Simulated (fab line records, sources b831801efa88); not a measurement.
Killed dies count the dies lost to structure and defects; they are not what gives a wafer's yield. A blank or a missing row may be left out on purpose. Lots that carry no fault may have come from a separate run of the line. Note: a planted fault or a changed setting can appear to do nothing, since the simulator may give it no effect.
A lot that was struck, set against a sound lot + flow sky130 + 33 out of 708 route steps
Sound: wafers L678.2, L678.3, L678.4. Wafers L683.4, L683.5, L683.6 were the ones struck. At the end, the cause is stated.
At each step with rows: each side's tool, then ch and its chambers, then its first start. Under that, the readings that differ: sound wafers + struck wafers + difference of the means + sigmas: that difference in standard deviations of wafers without a fault.
alike: same words and numbers on both sides, and readings whose means sit less than 2 such deviations apart. not compared: any withheld reading, any reading some wafer has no value for, any bound like >300 that may hide the same value, and any number with overlapping values for which the record gives no deviation.
A row with sigmas, a row that says differs or no value, or rows on one side alone: a step with any of these is where the two part. Non-overlapping numbers with no deviation appear without sigmas and do not part them. A reading missing from all wafers of one side parts the sides only when that side holds two or more wafers.

SKY_SD_P_CD_MEAS_07: target cd 380 nm.
  sound: cdSem-01 at day 28 03:49; struck: cdSem-02 at day 30 06:37
  alike: cdNm
SKY_SD_P_OVL_MEAS_08:
  sound: overlay-01 at day 28 03:55; struck: overlay-01 at day 30 06:42
  alike: SD_P_OVL
then, 1 step without rows for these wafers: SKY_SD_P_IMPLANT_09.
SKY_SD_P_STRIP_10: strips in O2/N2.
  sound on plasmaAsher-04 ch 0,1, day 28 04:05; struck on plasmaAsher-03 ch 0,1, day 30 06:54
  alike: drypumpMotorCurrentA, oesProductAu, stripTimeToEndpointS
  not compared: rfHoursCounterH
SKY_SD_P_TW_MEAS_11:
  sound: filmMetro-04 at day 28 04:12; struck: filmMetro-02 at day 30 06:59
  alike: SD_P_TW
then, 7 steps without rows for these wafers: SKY_RES_XHIGH_DEHYDRATE_00 (time 60 s); SKY_RES_XHIGH_HMDS_01 (prime time 60 s); SKY_RES_XHIGH_COAT_02 (resist thk 1140 nm); SKY_RES_XHIGH_SOFTBAKE_03 (time 60 s); SKY_RES_XHIGH_EXPOSE_04 (exposes mask URPM, target cd 1270 nm); SKY_RES_XHIGH_PEB_05; SKY_RES_XHIGH_DEVELOP_06 (develop time 60 s).
SKY_RES_XHIGH_IMPLANT_07:
  sound on implanter-01 ch 0, day 29 07:26; struck on implanter-01 ch 0, day 31 11:05
| reading     | sound                         | struck                      | difference | sigmas      |
|-------------|-------------------------------|-----------------------------|------------|-------------|
| doseIonsCm2 | 3.602e+14 3.602e+14 3.605e+14 | 3.044e+14 3.05e+14 3.05e+14 | -5.550e+13 | -99 or more |
  alike: beamEnergyKeV
SKY_RES_XHIGH_STRIP_08: strips in O2/N2.
  sound on plasmaAsher-01 ch 0,1, day 29 07:34; struck on plasmaAsher-02 ch 0,1, day 31 11:11
| reading                  | sound             | struck            | difference | sigmas |
|--------------------------|-------------------|-------------------|------------|--------|
| stripTimeToEndpointS (s) | 14.26 14.29 14.27 | 14.15 14.15 14.17 | -0.12      | -3     |
  alike: drypumpMotorCurrentA, oesProductAu
  not compared: rfHoursCounterH
SKY_RES_XHIGH_TW_MEAS_09:
  sound: filmMetro-02 at day 29 07:40; struck: filmMetro-04 at day 31 11:31
| reading      | sound          | struck         | difference | sigmas |
|--------------|----------------|----------------|------------|--------|
| RES_XHIGH_TW | 1620 1624 1628 | 1540 1548 1548 | -79        | -8     |
  not compared: hold
then, 6 steps without rows for these wafers: SKY_SD_N_HMDS_01 (prime time 60 s); SKY_SD_N_COAT_02 (resist thk 1140 nm); SKY_SD_N_SOFTBAKE_03 (time 60 s); SKY_SD_N_EXPOSE_04 (exposes mask NSDM, target cd 380 nm); SKY_SD_N_PEB_05; SKY_SD_N_DEVELOP_06 (develop time 60 s).
SKY_SD_N_CD_MEAS_07: target cd 380 nm.
  sound: cdSem-01 at day 30 10:02; struck: cdSem-01 at day 32 14:26
  alike: cdNm
SKY_SD_N_OVL_MEAS_08:
  sound: overlay-01 at day 30 10:08; struck: overlay-01 at day 32 14:31
  alike: SD_N_OVL
then, 2 steps without rows for these wafers: SKY_SD_N_IMPLANT_09; SKY_SD_N_IMPLANT_10.
SKY_SD_N_STRIP_11: strips in O2/N2.
  sound on plasmaAsher-01 ch 0,1, day 30 10:28; struck on plasmaAsher-03 ch 0,1, day 32 14:52
| reading                  | sound             | struck            | difference | sigmas |
|--------------------------|-------------------|-------------------|------------|--------|
| stripTimeToEndpointS (s) | 22.60 22.58 22.61 | 22.48 22.45 22.51 | -0.12      | -3     |
  alike: drypumpMotorCurrentA, oesProductAu
  not compared: rfHoursCounterH
SKY_SD_N_TW_MEAS_12:
  sound: filmMetro-04 at day 30 10:34; struck: filmMetro-03 at day 32 14:58
| reading | sound          | struck         | difference | sigmas |
|---------|----------------|----------------|------------|--------|
| SD_N_TW | 3979 3971 3984 | 3923 3919 3954 | -46        | -2     |
then, 1 step without rows for these wafers: SKY_SD_N_CLEAN_13 (cleans in SC1/SC2, time 150 s).
SKY_SD_N_RTA_14: time 2 s.
  sound on rtpAnneal-02 ch 0, day 30 10:41; struck on rtpAnneal-01 ch 0, day 32 15:04
  alike: lampPowerPct, wafer_temp_C_max
SKY_SD_N_RS_MEAS_16: measures by four-point-probe.
  sound: filmMetro-02 at day 30 10:52; struck: filmMetro-02 at day 32 15:17
  alike: SD_N_RS
SKY_SD_N_RS_MEAS_17: measures by four-point-probe.
  sound: filmMetro-02 at day 30 10:59; struck: filmMetro-02 at day 32 15:24
  alike: SD_P_RS
SKY_SD_N_RS_MEAS_18: measures by four-point-probe.
  sound: filmMetro-02 at day 30 11:06; struck: filmMetro-02 at day 32 15:48
| reading               | sound             | struck            | difference | sigmas |
|-----------------------|-------------------|-------------------|------------|--------|
| RES_XHIGH_RS (ohm/sq) | 332.5 332.7 333.1 | 378.6 377.5 378.4 | +45.4      | +47    |
  not compared: hold
then, 1 step without rows for these wafers: SKY_PAD_OPEN_PROBE_99.

== WHERE THEY PART ==
Last at SKY_SD_N_RS_MEAS_18 as far as this record goes, first at SKY_RES_XHIGH_IMPLANT_07.

WHY: the cause the simulator had injected
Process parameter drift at SKY_RES_XHIGH_IMPLANT_07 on implanter-01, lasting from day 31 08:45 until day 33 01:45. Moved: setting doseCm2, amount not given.
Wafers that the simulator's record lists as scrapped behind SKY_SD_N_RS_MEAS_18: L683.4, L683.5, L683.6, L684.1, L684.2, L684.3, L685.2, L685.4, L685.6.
